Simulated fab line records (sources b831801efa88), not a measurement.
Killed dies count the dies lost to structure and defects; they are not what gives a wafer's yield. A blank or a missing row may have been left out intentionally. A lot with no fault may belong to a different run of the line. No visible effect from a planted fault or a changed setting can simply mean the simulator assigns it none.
Which tool did it? -- flow sky130 -- 6 lots with 18 wafers sampled at 2 steps, on a route of 708 steps

WHAT EACH GAUGE READ, for each wafer
SKY_GATE_OXIDE_TW_MEAS_14.
lot,measured,on,GATE_OXIDE_TW
L313,day 14 01:35,filmMetro-04,223.6 223.6 223.7
L321,day 17 20:26,filmMetro-01,190.4 191.4 191.2
L326,day 19 02:55,filmMetro-04,224.2 223.8 221.5
L329,day 20 08:57,filmMetro-04,225.7 224.3 224.9
L333,day 21 06:02,filmMetro-01,225.5 225.2 223.6
L334,day 21 14:56,filmMetro-04,223.3 224.3 223.9

EACH LOT AND THE TOOL THAT RAN IT (in order: tool; ch and the chambers of the sampled wafers; start)
lot,SKY_GATE_OXIDE_IMPLANT_11
L313,"implanter-01 ch 0, day 14 01:15"
L321,"implanter-01 ch 0, day 17 20:07"
L326,"implanter-02 ch 0, day 19 02:35"
L329,"implanter-02 ch 0, day 20 08:37"
L333,"implanter-01 ch 0, day 21 05:41"
L334,"implanter-01 ch 0, day 21 14:35"
- SKY_GATE_OXIDE_IMPLANT_11

THE ANSWER, worked out from the rows above alone
Rule: what is usual is taken from the lots themselves. Put in order of their means at a reading, lots are off if they are a third of the lots or fewer, leave a main group of 4 or more, and stand apart from it by a gap of 3 or more times the standard deviation of the main group's means; of several such gaps the widest counts. A main group is skipped when, at the precision printed for the reading in the tables above, its means are all equal. Also off: a lot with no number at a reading for which 4 or more lots have one. All remaining lots with rows at the step are treated as sound.
Off: at SKY_GATE_OXIDE_TW_MEAS_14 (GATE_OXIDE_TW), L321. For the main group the mean is 224.1 and the standard deviation 0.69.
A tool fits if, at a process step before that reading, it ran every lot that is off, and no sound lot after the first of them. Gauges at SKY_GATE_OXIDE_TW_MEAS_14: tried the same way as those tools. None of those tried fits.

WHAT HAD BEEN PUT IN BY THE SIMULATOR
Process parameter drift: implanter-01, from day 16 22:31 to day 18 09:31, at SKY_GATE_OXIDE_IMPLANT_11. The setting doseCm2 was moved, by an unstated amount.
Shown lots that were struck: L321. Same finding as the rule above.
